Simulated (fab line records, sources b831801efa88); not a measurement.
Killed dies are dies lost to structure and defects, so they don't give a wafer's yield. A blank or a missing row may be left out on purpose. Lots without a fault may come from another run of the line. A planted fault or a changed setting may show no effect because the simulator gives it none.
Problem report in the 8D (eight disciplines) form, filled by code | flow sky130 | the parts of the form that need people (team, actions taken, sign-off) are left out

1. THE PROBLEM
LDD_HVN_TW at SKY_LDD_HVN_TW_MEAS_10 reads a mean of 1224 on 6 wafers of 2 lots; wafers without a fault read 1428 with a standard deviation of 18. That is -11 standard deviations from the usual mean.
First seen on wafer L238.1, day 26 09:07, on film_metro-03. The record holds 33 wafers of 11 lots with a number at this step. Rule for "out", or "out of limits": more than 4 standard deviations from the usual mean. The other wafers with a number count as sound.

2. WHAT IT IS AND WHAT IT IS NOT
question                    | is                           | is not
which readings at this step | LDD_HVN_TW                   | -
which lots                  | L238, L240                   | L224, L225, L226, L227, L228, L229, L230, L231, L244
which wafers of those lots  | all that have a number       | -
read on which gauges        | film_metro-01, film_metro-03 | film_metro-04
when                        | from day 26 09:07            | up to then (24 sound wafers); but 3 sound wafers of L244 came after

3. SUSPECTS, AND WHAT RULES EACH OUT
Counting: a tool at a process step up to the reading stays a suspect if it ran every lot that is out and no sound lot after the first of them.
- the gauge at SKY_LDD_HVN_TW_MEAS_10: ruled out. The wafers that are out were read on 2 gauges (film_metro-01, film_metro-03).
- implanter-03 at SKY_LDD_HVN_IMPLANT_08: kept. It ran every lot that is out, first L238 (day 26 08:52), and no sound lot after that; its last sound lot up to then is L231 (day 24 01:37). Its own readings are out on those wafers: dose_ions_cm2, faraday_current_uA.
Left after counting: implanter-03 at SKY_LDD_HVN_IMPLANT_08.

4. THE CAUSE (what the simulator had put in)
Process parameter drift: implanter-03, from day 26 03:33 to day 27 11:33, at SKY_LDD_HVN_IMPLANT_08. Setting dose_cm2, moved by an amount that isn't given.
Counting left only this tool.

5. THE CHAIN OF EFFECTS, in route order
Each row: a reading whose mean over the struck wafers that have a number lies more than 3 standard deviations from the usual. Only readings for which the record gives a usual standard deviation are gone through. hours: the time from each lot's start at the first step in this table that gives one to its start at this step, as a median over the lots. sigmas: the change in usual standard deviations.
hours | step                   | reading            | usual | on struck wafers | change | sigmas
0     | SKY_LDD_HVN_IMPLANT_08 | dose_ions_cm2      | 3e+13 | 2e+13            | -1e+13 | -99 or more
0     | SKY_LDD_HVN_IMPLANT_08 | faraday_current_uA | 169   | 101              | -68    | -21
0     | SKY_LDD_HVN_TW_MEAS_10 | LDD_HVN_TW         | 1428  | 1224             | -204   | -11
The process steps in it:
- SKY_LDD_HVN_IMPLANT_08

6. WHAT WOULD HAVE CAUGHT IT SOONER
In this record the first reading out of limits at a measuring or inspecting step was taken at day 26 09:07, 6 hours after the fault began at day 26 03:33.
The tool's own readings at SKY_LDD_HVN_IMPLANT_08 were out on every struck wafer that the step has a row for (dose_ions_cm2, faraday_current_uA): an alarm limit on them would have fired on the first of those.
Of the lots that are out (2), L240 began SKY_LDD_HVN_IMPLANT_08 on implanter-03 after day 26 09:07. A hold on the tool at that time would have spared it.
